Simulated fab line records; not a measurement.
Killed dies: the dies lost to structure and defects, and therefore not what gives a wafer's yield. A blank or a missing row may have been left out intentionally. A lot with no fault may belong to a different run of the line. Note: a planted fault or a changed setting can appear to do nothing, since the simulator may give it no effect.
fab line records	flow gf180mcu	part 2 of 2: steps 23 to 31 of 31
record: lots: 5	wafers: 15	last_day: 33
route steps=602 shown MVSD@70 MVPSD@78 VT_IMPLANT@90
lots untouched by any fault: they come from a run of this same line in which no faults occurred
start_h: the number of hours between the record's first day and the start of the first shown wafer of the lot	wait_h: hours since the lot's step before	" unchanged from the row above	L1.1+2: several wafers, shown together as one row	- value missing, or start not given	* or withheld: withheld	< > ~ a bound
route shown NAME@n: a module of which the file shows steps, and the number in the route of the first	usual: the fault-free wafers' mean and standard deviation	same: alike in all rows	chamber/n: place in a boat	sites: the reading at each site	_std_site: standard deviation across them	_edge_site: the outer-site mean with the inner-site mean subtracted	radius_mm: for every site, how far away it sits from the centre of the wafer	mask NAME#n: copy n	behind: the tool/chamber that last shaped the wafer	hold: cause of the lot's hold/its duration in hours/its outcome	device: the n, p or np transistor that did not switch	end of line: tests run on the same wafers once the route is complete	where a step has no rows: the recipe by itself	killed: count of dies lost to structure and defects at first sort (not the wafer's yield)	map: dies across one wafer; x = killed, . = not, _ = none there
set.NAME: the setting that was run; set.NAME@STEP: the one run at that earlier step	model.NAME: the simulator's own value behind a step, which no gauge read
lots seen at some steps along the route; tables by step, rows by wafer
services: the hour from which a tool's chamber was out of use, counted from the record's first day as start_h (under 0 if before that day), plus the number of hours and why
== steps ==
step: GF_VT_IMPLANT_COAT_02
recipe: resist: NOVOLAK	spin_rpm: 3000	resist_thk_nm: 1000
usual: exhaust_pa: 44.9/0.87
lot.wafer	tool	chamber	start_h	wait_h	exhaust_pa
L076.1	litho_track-01	0	116.19	0.1	43.8
L076.3	"	0	"	"	44.5
L076.5	"	0	"	"	44.4
L078.2	litho_track-03	0	127.59	0.1	44.9
L078.5	"	0	"	"	45.6
L078.6	"	0	"	"	44.7
L083.1	litho_track-03	0	156.06	0.1	45.2
L083.3	"	0	"	"	44.0
L083.6	"	0	"	"	43.8
L090.1	litho_track-03	0	201.21	0.1	45.5
L090.3	"	0	"	"	45.2
L090.4	"	0	"	"	45.6
L091.2	litho_track-02	0	207.55	0.1	44.9
L091.5	"	0	"	"	45.5
L091.6	"	0	"	"	45.7
step: GF_VT_IMPLANT_SOFTBAKE_03
recipe: temp_c: 90	time_s: 60	resist: NOVOLAK
usual: exhaust_pa: 45.0/0.9
lot.wafer	tool	chamber	start_h	wait_h	exhaust_pa
L076.1	litho_track-01	0	116.34	0.1	43.7
L076.3	"	0	"	"	43.2
L076.5	"	0	"	"	44.7
L078.2	litho_track-03	0	127.74	0.1	43.3
L078.5	"	0	"	"	45.1
L078.6	"	0	"	"	45.1
L083.1	litho_track-03	0	156.21	0.1	45.4
L083.3	"	0	"	"	45.0
L083.6	"	0	"	"	44.2
L090.1	litho_track-03	0	201.36	0.1	45.1
L090.3	"	0	"	"	45.5
L090.4	"	0	"	"	44.6
L091.2	litho_track-02	0	207.70	0.1	44.6
L091.5	"	0	"	"	42.7
L091.6	"	0	"	"	44.9
step: GF_VT_IMPLANT_EXPOSE_04
recipe: mask_id: LVPWELL_LV_AREA	target_cd_nm: 600	na: 0.6	source_shape: conventional	sigma_outer: 0.6	dose_mj: 140
usual: reticle_temp_C: 23.00/0.098	stage_vel_mm_s: 499.97/0.28
lot.wafer	tool	chamber	start_h	wait_h	mask	reticle_temp_C	stage_vel_mm_s
L076.1	iline_stepper-01	0	-	-	LVPWELL_LV_AREA#0	23.10	500.14
L076.3	"	0	"	"	LVPWELL_LV_AREA#0	22.98	499.78
L076.5	"	0	"	"	LVPWELL_LV_AREA#0	23.04	500.01
L078.2	iline_stepper-01	0	-	-	LVPWELL_LV_AREA#0	23.13	499.66
L078.5	"	0	"	"	LVPWELL_LV_AREA#0	22.85	499.92
L078.6	"	0	"	"	LVPWELL_LV_AREA#0	22.99	499.56
L083.1	iline_stepper-02	0	-	-	LVPWELL_LV_AREA#0	23.03	499.62
L083.3	"	0	"	"	LVPWELL_LV_AREA#0	23.06	500.16
L083.6	"	0	"	"	LVPWELL_LV_AREA#0	23.09	499.76
L090.1	iline_stepper-02	0	-	-	LVPWELL_LV_AREA#0	22.85	499.88
L090.3	"	0	"	"	LVPWELL_LV_AREA#0	22.85	499.61
L090.4	"	0	"	"	LVPWELL_LV_AREA#0	22.93	499.62
L091.2	iline_stepper-02	0	-	-	LVPWELL_LV_AREA#0	23.07	500.17
L091.5	"	0	"	"	LVPWELL_LV_AREA#0	23.02	500.29
L091.6	"	0	"	"	LVPWELL_LV_AREA#0	22.94	500.25
step: GF_VT_IMPLANT_PEB_05
recipe: temp_c: withheld	time_s: *	resist: NOVOLAK
usual: exhaust_pa: 44.8/0.77
lot.wafer	tool	chamber	start_h	wait_h	exhaust_pa
L076.1	litho_track-02	0	-	-	44.4
L076.3	"	0	"	"	44.3
L076.5	"	0	"	"	44.1
L078.2	litho_track-01	0	-	-	44.5
L078.5	"	0	"	"	46.9
L078.6	"	0	"	"	44.1
L083.1	litho_track-02	0	-	-	44.3
L083.3	"	0	"	"	45.7
L083.6	"	0	"	"	45.1
L090.1	litho_track-01	0	-	-	44.6
L090.3	"	0	"	"	45.0
L090.4	"	0	"	"	44.9
L091.2	litho_track-02	0	-	-	44.8
L091.5	"	0	"	"	44.8
L091.6	"	0	"	"	44.5
step: GF_VT_IMPLANT_DEVELOP_06
recipe: develop_time_s: 60	dev_temp_c: 23
usual: exhaust_pa: 45.1/0.92
lot.wafer	tool	chamber	start_h	wait_h	exhaust_pa
L076.1	litho_track-02	0	123.98	0.1	43.2
L076.3	"	0	"	"	44.7
L076.5	"	0	"	"	44.2
L078.2	litho_track-01	0	135.07	0.1	46.9
L078.5	"	0	"	"	46.4
L078.6	"	0	"	"	45.4
L083.1	litho_track-02	0	163.63	0.1	44.3
L083.3	"	0	"	"	45.7
L083.6	"	0	"	"	44.4
L090.1	litho_track-01	0	209.99	0.1	44.6
L090.3	"	0	"	"	45.4
L090.4	"	0	"	"	44.4
L091.2	litho_track-02	0	216.00	0.1	43.0
L091.5	"	0	"	"	43.9
L091.6	"	0	"	"	43.3
step: GF_VT_IMPLANT_OVL_MEAS_07
usual: VT_IMPLANT_OVL: -0.4/1.4
lot.wafer	tool	chamber	start_h	wait_h	VT_IMPLANT_OVL[nm]
L076.1	overlay-02	-	124.13	0.1	-1.4
L076.3	"	-	"	"	-0.1
L076.5	"	-	"	"	-1.8
L078.2	overlay-02	-	135.20	0.1	-0.6
L078.5	"	-	"	"	-1.4
L078.6	"	-	"	"	-1.8
L083.1	overlay-01	-	163.78	0.1	0.5
L083.3	"	-	"	"	-0.4
L083.6	"	-	"	"	2.5
L090.1	overlay-02	-	210.14	0.1	0.2
L090.3	"	-	"	"	-1.7
L090.4	"	-	"	"	-1.1
L091.2	overlay-02	-	216.13	0.1	1.4
L091.5	"	-	"	"	0.9
L091.6	"	-	"	"	0.9
step: GF_VT_IMPLANT_IMPLANT_08
recipe: species: BF2	energy_kev: 20	dose_cm2: 8.29e+12	tilt_deg: 7
usual: beam_energy_keV: 20.000/0.0069	beam_on_s: 9.99/0.21	dose_ions_cm2: 8.291e+12/1e+10
lot.wafer	tool	chamber	start_h	wait_h	beam_energy_keV	beam_on_s	dose_ions_cm2
L076.1	implanter-01	0	124.17	0.0	20.000	9.86	8.294e+12
L076.3	"	0	"	"	19.990	9.99	8.297e+12
L076.5	"	0	"	"	19.989	10.21	8.293e+12
L078.2	implanter-04	0	135.26	0.0	19.987	9.86	8.315e+12
L078.5	"	0	"	"	20.001	10.28	8.311e+12
L078.6	"	0	"	"	19.987	10.30	8.298e+12
L083.1	implanter-02	0	163.81	0.0	19.989	9.80	8.284e+12
L083.3	"	0	"	"	19.999	10.20	8.285e+12
L083.6	"	0	"	"	19.999	9.75	8.29e+12
L090.1	implanter-04	0	210.18	0.0	20.000	10.16	8.301e+12
L090.3	"	0	"	"	20.005	9.94	8.287e+12
L090.4	"	0	"	"	20.001	9.96	8.301e+12
L091.2	implanter-04	0	216.19	0.0	19.999	9.72	8.285e+12
L091.5	"	0	"	"	19.997	9.84	8.303e+12
L091.6	"	0	"	"	19.999	9.99	8.299e+12
step: GF_VT_IMPLANT_STRIP_09
recipe: chemistry: O2/N2	power_w: 1400	pressure_mtorr: 1500	platen_temp_c: 250	o2_flow_sccm: 3000	n2_flow_sccm: 300	overash_fraction: 0.5
usual: drypump_motor_current_A: 5.6/0.53	heater_power_w: 321/20	n2_flow_sccm: 300.0/0.84	oes_product_au: 0.716/0.0049	strip_time_to_endpoint_s: 12.63/0.034
lot.wafer	tool	chamber	start_h	wait_h	drypump_motor_current_A	heater_power_w	n2_flow_sccm	oes_product_au	rf_hours_counter_h	strip_time_to_endpoint_s
L076.1	plasma_asher-04	0	124.32	0.1	5.1	300	299.7	0.715	1	12.58
L076.3	"	0	"	"	5.1	300	299.9	0.711	-	12.61
L076.5	"	0	"	"	5.1	301	300.8	0.717	-	12.61
L078.2	plasma_asher-03	0	135.38	0.1	4.9	326	299.5	0.714	34	12.62
L078.5	"	0	"	"	4.9	330	300.8	0.722	-	12.58
L078.6	"	1	"	"	6.0	348	299.8	0.716	-	12.58
L083.1	plasma_asher-02	0	163.96	0.1	6.5	295	299.6	0.716	49	12.62
L083.3	"	0	"	"	6.5	290	299.7	0.717	-	12.61
L083.6	"	0	"	"	6.5	296	300.4	0.725	-	12.64
L090.1	plasma_asher-03	0	210.33	0.1	4.9	336	300.6	0.716	41	12.67
L090.3	"	1	"	"	6.0	346	299.5	0.714	-	12.65
L090.4	"	0	"	"	4.8	321	299.9	0.708	-	12.62
L091.2	plasma_asher-03	0	216.31	0.1	4.8	327	299.8	0.714	41	12.61
L091.5	"	1	"	"	6.0	344	301.4	0.713	-	12.66
L091.6	"	0	"	"	4.8	325	299.6	0.719	-	12.66
step: GF_VT_IMPLANT_TW_MEAS_10
usual: VT_IMPLANT_TW: 559/3.8
lot.wafer	tool	chamber	start_h	wait_h	VT_IMPLANT_TW
L076.1	film_metro-04	-	124.42	0.1	556
L076.3	"	-	"	"	559
L076.5	"	-	"	"	560
L078.2	film_metro-03	-	135.49	0.1	555
L078.5	"	-	"	"	554
L078.6	"	-	"	"	556
L083.1	film_metro-02	-	164.06	0.1	557
L083.3	"	-	"	"	556
L083.6	"	-	"	"	560
L090.1	film_metro-02	-	210.43	0.1	564
L090.3	"	-	"	"	565
L090.4	"	-	"	"	561
L091.2	film_metro-02	-	216.42	0.1	563
L091.5	"	-	"	"	565
L091.6	"	-	"	"	563
== services ==
tool	chamber	start_h	hours	kind
implanter-04	-	88.93	3.1	repair
plasma_asher-03	-	100.55	15.6	pm
plasma_asher-04	-	108.75	9.0	pm
plasma_asher-04	0	108.75	9.0	vent_cycle
plasma_asher-04	1	108.75	9.0	vent_cycle
plasma_asher-04	0	117.75	-	clean
plasma_asher-04	1	117.75	-	clean
iline_stepper-02	0	124.48	-	calibration
implanter-01	-	127.28	2.0	repair
iline_stepper-01	-	139.41	1.7	pm
implanter-04	-	153.88	3.6	pm
iline_stepper-01	0	164.04	-	calibration
plasma_asher-04	-	175.83	4.2	repair
implanter-02	-	184.17	4.7	repair
plasma_asher-03	-	186.51	2.8	pm
plasma_asher-03	-	191.42	9.2	repair
iline_stepper-02	-	195.23	1.7	pm
implanter-02	-	195.67	5.7	repair
implanter-03	-	211.39	3.5	pm
plasma_asher-03	-	211.54	4.2	repair
